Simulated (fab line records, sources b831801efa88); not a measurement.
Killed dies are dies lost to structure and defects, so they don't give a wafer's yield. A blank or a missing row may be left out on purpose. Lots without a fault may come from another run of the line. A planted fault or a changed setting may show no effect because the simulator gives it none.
Which tool did it? | flow sky130 | 12 lots, 36 wafers sampled, at 5 steps of a route of 708

WHAT THE GAUGES READ, wafer by wafer
SKY_LDD_HVP_TW_MEAS_10.
lot  | measured     | on            | LDD_HVP_TW
L828 | day 21 06:23 | film_metro-02 | 460 462 461
L832 | day 23 02:03 | film_metro-01 | 572 570 574
L833 | day 23 09:38 | film_metro-03 | 561 562 563
L835 | day 24 04:09 | film_metro-01 | 573 574 576
L836 | day 24 11:04 | film_metro-02 | 461 459 462
L840 | day 26 04:32 | film_metro-02 | 462 462 458
L841 | day 26 08:02 | film_metro-02 | 462 461 462
L842 | day 26 22:56 | film_metro-02 | 460 460 460
L844 | day 27 19:13 | film_metro-01 | 461 462 460
L847 | day 28 17:02 | film_metro-01 | 460 458 458
L848 | day 28 20:29 | film_metro-01 | 458 462 459
L849 | day 29 05:53 | film_metro-02 | 460 462 461

SKY_VIA1_CD_MEAS_12: target cd 150 nm.
lot  | measured     | on        | cd_nm (nm)
L828 | day 33 17:05 | cd_sem-02 | 150.8 151.3 150.2
L832 | day 35 09:46 | cd_sem-01 | 147.7 149.5 148.2
L833 | day 35 15:25 | cd_sem-02 | 146.9 147.3 146.5
L835 | day 36 06:49 | cd_sem-02 | 147.6 147.9 147.8
L836 | day 36 12:14 | cd_sem-02 | 149.6 149.4 149.3
L840 | day 38 01:42 | cd_sem-01 | 149.3 148.9 147.6
L841 | day 38 04:59 | cd_sem-01 | 148.2 150.0 149.8
L842 | day 38 20:20 | cd_sem-01 | 151.3 151.7 151.6
L844 | day 39 13:36 | cd_sem-01 | 147.8 146.6 148.0
L847 | day 40 07:49 | cd_sem-02 | 149.7 150.7 148.7
L848 | day 40 08:32 | cd_sem-01 | 149.5 150.2 151.2
L849 | day 40 17:16 | cd_sem-01 | 151.9 149.5 151.9

WHICH TOOL RAN EACH LOT (tool, then ch and the chambers of the sampled wafers, then the start)
lot  | SKY_LDD_HVP_IMPLANT_08          | SKY_LOCAL_INTERCONNECT_METAL_ETCH_14 | SKY_METAL1_SPUTTER_04
L828 | implanter-04 ch 0, day 21 06:10 | rie_metal-03 ch 0,1, day 30 02:40    | pvd_sputter-03, day 31 09:29
L832 | implanter-03 ch 0, day 23 01:31 | rie_metal-04 ch 0,1, day 31 19:57    | pvd_sputter-01, day 33 02:32
L833 | implanter-03 ch 0, day 23 08:58 | rie_metal-01 ch 0,1, day 32 01:29    | pvd_sputter-02, day 33 07:30
L835 | implanter-01 ch 0, day 24 03:35 | rie_metal-03 ch 0,1, day 32 17:35    | pvd_sputter-01, day 33 23:37
L836 | implanter-01 ch 0, day 24 10:49 | rie_metal-04 ch 0,1, day 32 22:58    | pvd_sputter-01, day 34 04:47
L840 | implanter-03 ch 0, day 26 04:17 | rie_metal-03 ch 0,1, day 34 14:14    | pvd_sputter-03, day 35 19:58
L841 | implanter-04 ch 0, day 26 07:49 | rie_metal-04 ch 0,1, day 34 16:50    | pvd_sputter-01, day 35 22:58
L842 | implanter-03 ch 0, day 26 22:41 | rie_metal-04 ch 0,1, day 35 09:14    | pvd_sputter-02, day 36 14:31
L844 | implanter-03 ch 0, day 27 18:58 | rie_metal-01 ch 0,1, day 36 02:56    | pvd_sputter-02, day 37 08:56
L847 | implanter-03 ch 0, day 28 16:47 | rie_metal-03 ch 0,1, day 36 23:28    | pvd_sputter-02, day 38 04:34
L848 | implanter-01 ch 0, day 28 20:16 | rie_metal-04 ch 0,1, day 37 00:56    | pvd_sputter-03, day 38 05:29
L849 | implanter-04 ch 0, day 29 05:39 | rie_metal-04 ch 0,1, day 37 09:29    | pvd_sputter-03, day 38 14:12
- SKY_LDD_HVP_IMPLANT_08
- SKY_LOCAL_INTERCONNECT_METAL_ETCH_14: etches TiN in Cl2/BCl3, stops on PSG, target depth 110 nm, time 31.4 s.
- SKY_METAL1_SPUTTER_04: material TiN, target thk 70 nm, time 58.3 s.

WHAT THE TOOLS THEMSELVES READ (means of the sampled wafers that have a number; where no wafer has one, the mark that the record gives instead)
SKY_LDD_HVP_IMPLANT_08.
lot  | tool         | beam_energy_keV
L828 | implanter-04 | 19.999
L832 | implanter-03 | 19.998
L833 | implanter-03 | 20.000
L835 | implanter-01 | 20.007
L836 | implanter-01 | 20.002
L840 | implanter-03 | 20.001
L841 | implanter-04 | 20.004
L842 | implanter-03 | 20.001
L844 | implanter-03 | 19.992
L847 | implanter-03 | 20.009
L848 | implanter-01 | 19.999
L849 | implanter-04 | 20.004

SKY_LOCAL_INTERCONNECT_METAL_ETCH_14.
lot  | tool         | chamber_pressure_mTorr (mTorr) | drypump_motor_current_A (A) | oes_product_au (a.u.) | throttle_valve_pct (%)
L828 | rie_metal-03 | 9.996                          | 5.8                         | 0.934                 | 21.899
L832 | rie_metal-04 | 9.986                          | 5.9                         | 0.945                 | 21.903
L833 | rie_metal-01 | 9.999                          | 6.0                         | 0.932                 | 21.908
L835 | rie_metal-03 | 9.995                          | 5.8                         | 0.941                 | 21.899
L836 | rie_metal-04 | 9.999                          | 5.9                         | 0.939                 | 21.908
L840 | rie_metal-03 | 10.002                         | 5.6                         | 0.944                 | 21.898
L841 | rie_metal-04 | 9.994                          | 5.8                         | 0.934                 | 21.905
L842 | rie_metal-04 | 10.004                         | 5.8                         | 0.942                 | 21.900
L844 | rie_metal-01 | 10.006                         | 5.6                         | 0.943                 | 21.912
L847 | rie_metal-03 | 10.003                         | 5.6                         | 0.926                 | 21.907
L848 | rie_metal-04 | 9.991                          | 5.8                         | 0.939                 | 21.905
L849 | rie_metal-04 | 9.996                          | 5.8                         | 0.926                 | 21.907

SKY_METAL1_SPUTTER_04.
lot  | tool           | throttle_valve_pct (%)
L828 | pvd_sputter-03 | 30.0
L832 | pvd_sputter-01 | 29.7
L833 | pvd_sputter-02 | 28.9
L835 | pvd_sputter-01 | 29.5
L836 | pvd_sputter-01 | 29.8
L840 | pvd_sputter-03 | 31.0
L841 | pvd_sputter-01 | 29.4
L842 | pvd_sputter-02 | 28.8
L844 | pvd_sputter-02 | 29.0
L847 | pvd_sputter-02 | 29.0
L848 | pvd_sputter-03 | 31.1
L849 | pvd_sputter-03 | 30.4

THE ANSWER, worked out from the rows above alone
Rule: what is usual is taken from the lots themselves. Put in order of their means at a reading, lots are off if they are a third of the lots or fewer, leave a main group of 4 or more, and stand apart from it by a gap of 3 or more times the standard deviation of the main group's means; of several such gaps the widest counts. A main group whose means are all the same, to the digits that the tables above print for the reading, isn't used. A lot without any number at a reading at which 4 lots or more have one is off too. The other lots that the step has rows for count as sound. The gauges are gone through in route order, then the tools' own readings, and for those a lot's mean is taken as printed above. The first step at which some lot is off is used, and at that step the reading that is off furthest; a lot without a number counts as furthest.
Off: L832, L833, L835, at SKY_LDD_HVP_TW_MEAS_10 (LDD_HVP_TW). The main group: mean 460, standard deviation 0.85.
A tool fits if, at a process step before that reading, it ran every lot that is off, and no sound lot after the first of them. The gauges at SKY_LDD_HVP_TW_MEAS_10 are tried like those tools. None of those tried fits.

WHAT THE SIMULATOR HAD PUT IN
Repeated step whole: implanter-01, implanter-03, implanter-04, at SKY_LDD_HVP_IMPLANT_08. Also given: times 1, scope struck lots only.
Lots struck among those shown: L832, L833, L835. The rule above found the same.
